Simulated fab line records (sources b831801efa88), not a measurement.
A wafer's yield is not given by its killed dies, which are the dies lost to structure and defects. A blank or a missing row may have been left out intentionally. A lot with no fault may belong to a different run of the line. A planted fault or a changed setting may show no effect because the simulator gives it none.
Which of the tools did it? | flow sky130 | 21 wafers from 7 lots sampled at 5 of the route's 708 steps

## WHAT THE GAUGES SHOWED, per wafer
SKY_FIELD_ISO_CD_MEAS_13: target cd 150 nm.
lot  | measured    | on        | cd-nm (nm)
L397 | day 2 11:01 | cd-sem-01 | 151.4 152.6 151.5
L399 | day 2 21:10 | cd-sem-02 | 151.5 150.7 151.0
L407 | day 4 14:06 | cd-sem-01 | 87.9 45.0 23.6 87.7 45.1 24.0
L410 | day 5 05:03 | cd-sem-02 | 148.7 150.2 148.9
L413 | day 5 21:45 | cd-sem-02 | 149.3 150.3 149.1
L415 | day 6 07:07 | cd-sem-01 | 149.2 149.7 149.6
L416 | day 6 12:16 | cd-sem-02 | 147.9 146.2 148.1

SKY_VT_ADJUST_HVTP_CD_MEAS_07: target cd 380 nm.
lot  | measured     | on        | cd-nm (nm)
L397 | day 6 10:26  | cd-sem-02 | 381.5 379.2 380.1
L399 | day 6 21:41  | cd-sem-01 | 379.1 378.4 378.9
L410 | day 9 18:03  | cd-sem-01 | 377.0 378.9 377.9
L413 | day 10 11:40 | cd-sem-02 | 377.5 378.5 379.3
L415 | day 11 00:28 | cd-sem-02 | 380.0 377.7 378.4
L416 | day 11 04:06 | cd-sem-02 | 379.5 379.1 379.8

SKY_VT_ADJUST_LVTN_OVL_MEAS_07.
lot  | measured     | on         | VT_ADJUST_LVTN_OVL (nm)
L397 | day 7 07:01  | overlay-01 | 1.2 -1.4 0.7
L399 | day 7 18:04  | overlay-02 | -0.4 0.5 -1.2
L410 | day 10 15:55 | overlay-02 | 3.2 3.1 1.5
L413 | day 11 09:40 | overlay-02 | -1.2 -1.8 0.7
L415 | day 11 23:30 | overlay-01 | 0.0 -0.1 -1.4
L416 | day 12 03:16 | overlay-01 | -0.5 2.0 0.2

## TOOL THAT RAN EACH LOT (tool first, then ch and the chambers of the sampled wafers, then the start)
lot  | SKY_FIELD_ISO_EXPOSE_10          | SKY_VT_ADJUST_HVTP_STRIP_10
L397 | krf-scanner-02 ch 0, day 2 03:37 | plasma-asher-01 ch 0, day 6 10:44
L399 | krf-scanner-01 ch 0, day 2 13:29 | plasma-asher-03 ch 0,1, day 6 21:59
L407 | krf-scanner-01 ch 0, day 4 05:41 | -
L410 | krf-scanner-02 ch 0, day 4 19:48 | plasma-asher-04 ch 0,1, day 9 18:20
L413 | krf-scanner-02 ch 0, day 5 12:48 | plasma-asher-04 ch 0,1, day 10 11:58
L415 | krf-scanner-02 ch 0, day 5 21:56 | plasma-asher-01 ch 0,1, day 11 00:46
L416 | krf-scanner-02 ch 0, day 6 03:23 | plasma-asher-01 ch 0, day 11 04:25
- SKY_FIELD_ISO_EXPOSE_10: exposes mask FOM, target cd 150 nm.
- SKY_VT_ADJUST_HVTP_STRIP_10: strips in O2/N2.

## WHAT THE TOOLS THEMSELVES READ (means of the sampled wafers that have a number; where no wafer has one, the mark that the record gives instead)
SKY_FIELD_ISO_EXPOSE_10.
lot  | tool           | exposure-dose-mJ-cm2 | focus-offset-nm (nm)
L397 | krf-scanner-02 | 27.958               | -0.1
L399 | krf-scanner-01 | 27.980               | 0.4
L407 | krf-scanner-01 | 25.717               | 0.1
L410 | krf-scanner-02 | 27.993               | -1.2
L413 | krf-scanner-02 | 28.033               | 0.0
L415 | krf-scanner-02 | 28.011               | -0.2
L416 | krf-scanner-02 | 28.005               | -0.3

SKY_VT_ADJUST_HVTP_STRIP_10.
lot  | tool            | chamber-pressure-mTorr (mTorr) | drypump-motor-current-A (A) | oes-product-au (a.u.) | strip-time-to-endpoint-s (s)
L397 | plasma-asher-01 | 1500.1                         | 6.4                         | 0.712                 | 14.19
L399 | plasma-asher-03 | 1500.9                         | 5.7                         | 0.714                 | 14.17
L410 | plasma-asher-04 | 1500.0                         | 5.8                         | 0.719                 | 14.19
L413 | plasma-asher-04 | 1500.6                         | 5.8                         | 0.715                 | 14.19
L415 | plasma-asher-01 | 1500.0                         | 5.9                         | 0.715                 | 14.21
L416 | plasma-asher-01 | 1500.3                         | 6.3                         | 0.720                 | 14.25

## THE ANSWER, worked out from the rows above alone
Rule: usual is defined by the lots themselves. The widest of any qualifying gaps counts: lots, ordered by their means at a reading, are off when they make up no more than a third of the lots, leave a main group of 4 or more, and stand apart from it by 3 or more times the standard deviation of that group's means. A main group is skipped when, at the precision printed for the reading in the tables above, its means are all equal. A lot without any number at a reading at which 4 lots or more have one is off too. Any other lot the step has rows for is counted as sound. First the gauges in route order, then the tools' own readings, where a lot's mean is used as printed above. The first step at which some lot is off is used, and at that step the reading that is off furthest; a lot without a number counts as furthest.
Off at SKY_FIELD_ISO_CD_MEAS_13 (cd-nm): L407. For the main group the mean is 149.8 nm and the standard deviation 1.4.
A tool fits if, at a process step before that reading, it ran every lot that is off, and no sound lot after the first of them. Not tried: the gauges at SKY_FIELD_ISO_CD_MEAS_13; whatever is off there is also off at SKY_FIELD_ISO_EXPOSE_10, on other tools, and gauge error can't account for it. One fits: SKY_FIELD_ISO_EXPOSE_10 on krf-scanner-01. Its last sound lot is L399 (day 2 13:29), its first lot that is off L407 (day 4 05:41): a fault that began between those two fits.
The tool's own readings at SKY_FIELD_ISO_EXPOSE_10 bear it out: on the lots that are off they differ by more than 5 times the standard deviation of the sound lots' means. exposure-dose-mJ-cm2 reads 25.717 there against 27.997 on the sound lots.

## WHAT THE SIMULATOR HAD INSERTED
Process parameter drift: krf-scanner-01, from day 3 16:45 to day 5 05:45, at SKY_FIELD_ISO_EXPOSE_10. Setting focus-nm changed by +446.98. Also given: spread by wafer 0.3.
Lots struck among those shown: L407. The rule above found the same.
